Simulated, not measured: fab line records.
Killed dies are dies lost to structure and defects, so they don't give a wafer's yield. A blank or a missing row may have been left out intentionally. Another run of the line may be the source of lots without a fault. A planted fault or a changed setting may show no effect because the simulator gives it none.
Comparing a struck lot with a sound one + flow sky130 + 17 steps out of a route of 708
Sound: the wafers L411.1, L411.3, L411.4. Struck: wafers L414.1, L414.3, L414.6. The cause comes at the end.
At each step with rows: each side's tool, then ch and its chambers, then its first start. Under that, the readings that differ: sound wafers + struck wafers + difference of the means + sigmas: that difference in standard deviations of wafers without a fault.
alike: same words and numbers on both sides, and readings whose means sit less than 2 such deviations apart. not compared: any withheld reading, any reading some wafer has no value for, any bound like >300 that may hide the same value, and any number with overlapping values for which the record gives no deviation.
The two part at a step that has a row with sigmas, a row that says differs or no value, or rows on one side only. When numbers do not overlap yet have no deviation, they are printed without sigmas and do not part them. A reading missing from all wafers of one side parts the sides only when that side holds two or more wafers.

SKY_FIELD_ISO_BOW_MEAS_00:
  struck on film metro-02, day 2 11:00; sound on film metro-04, day 1 20:00
  alike: INCOMING_BOW
then, 1 step without rows for these wafers: SKY_FIELD_ISO_OXIDATION_01 (stabilise 600 s, purge 300 s, target thk 12 nm).
SKY_FIELD_ISO_THK_MEAS_02:
  struck on film metro-02, day 2 13:14; sound on film metro-02, day 1 23:05
| reading                         | sound             | struck            | difference | sigmas |
|---------------------------------|-------------------|-------------------|------------|--------|
| FIELD_ISO_OXIDATION_00_THK (nm) | 12.59 12.58 12.59 | 11.96 11.90 11.91 | -0.66      | -2     |
SKY_FIELD_ISO_CVD_03: deposits Si3N4 from DCS/NH3, target thk 165 nm, time 2830 s.
  sound on lpcvd-02 ch 0, day 1 23:09; struck on lpcvd-02 ch 0, day 2 13:17
  alike: spike tc top C
SKY_FIELD_ISO_THK_MEAS_04:
  struck on film metro-01, day 2 15:05; sound on film metro-01, day 2 00:56
| reading                   | sound             | struck            | difference | sigmas |
|---------------------------|-------------------|-------------------|------------|--------|
| FIELD_ISO_CVD_03_THK (nm) | 162.4 161.1 162.7 | 147.5 148.9 148.1 | -13.9      | -9     |
then, 8 steps without rows for these wafers: SKY_FIELD_ISO_DEHYDRATE_05 (time 60 s); SKY_FIELD_ISO_HMDS_06 (prime time 60 s); SKY_FIELD_ISO_COAT_07 (resist thk 60 nm); SKY_FIELD_ISO_COAT_08 (resist thk 450 nm); SKY_FIELD_ISO_SOFTBAKE_09 (time 90 s); SKY_FIELD_ISO_EXPOSE_10 (exposes mask FOM, target cd 150 nm); SKY_FIELD_ISO_PEB_11; SKY_FIELD_ISO_DEVELOP_12 (develop time 60 s).
SKY_FIELD_ISO_CD_MEAS_13: the cd target is 150 nm.
  struck on cd sem-02, day 3 06:26; sound on cd sem-02, day 2 15:05
| reading    | sound             | struck            | difference | sigmas |
|------------|-------------------|-------------------|------------|--------|
| cd nm (nm) | 150.8 150.2 151.3 | 146.4 147.7 146.6 | -3.9       | -3     |
SKY_FIELD_ISO_ETCH_14: etches BARC in N2/H2, stops on SiO2, time 45.9 s, target depth 60 nm.
  sound on rie diel-02 ch 1,2,3, day 2 15:12; struck on rie diel-01 ch 0,3, day 3 06:33
  alike: bias w, drypump motor current A, oes product au, throttle valve pct
  not compared: rf hours counter h
SKY_FIELD_ISO_ETCH_15: etches the open film in CHF3/O2, stops on Si, target depth 180 nm, time 72 s.
  sound on rie diel-02 ch 1,2,3, day 2 15:14; struck on rie diel-01 ch 0,3, day 3 06:35
| reading               | sound             | struck            | difference | sigmas |
|-----------------------|-------------------|-------------------|------------|--------|
| oes product au (a.u.) | 0.938 0.924 0.945 | 0.878 0.885 0.891 | -0.051     | -7     |
  alike: bias w, drypump motor current A, throttle valve pct
  not compared: rf hours counter h
SKY_FIELD_ISO_STRIP_16: strips in O2/N2.
  sound on plasma asher-03 ch 0,1, day 2 15:18; struck on plasma asher-04 ch 0,1, day 3 06:39
| reading               | sound             | struck            | difference | sigmas |
|-----------------------|-------------------|-------------------|------------|--------|
| oes product au (a.u.) | 0.382 0.381 0.382 | 0.371 0.366 0.375 | -0.011     | -2     |
  alike: drypump motor current A, strip time to endpoint s
  not compared: rf hours counter h

## WHERE THEY PART
Earliest at SKY_FIELD_ISO_THK_MEAS_02; latest, in this record, at SKY_FIELD_ISO_STRIP_16.

WHY: what the simulator had put in
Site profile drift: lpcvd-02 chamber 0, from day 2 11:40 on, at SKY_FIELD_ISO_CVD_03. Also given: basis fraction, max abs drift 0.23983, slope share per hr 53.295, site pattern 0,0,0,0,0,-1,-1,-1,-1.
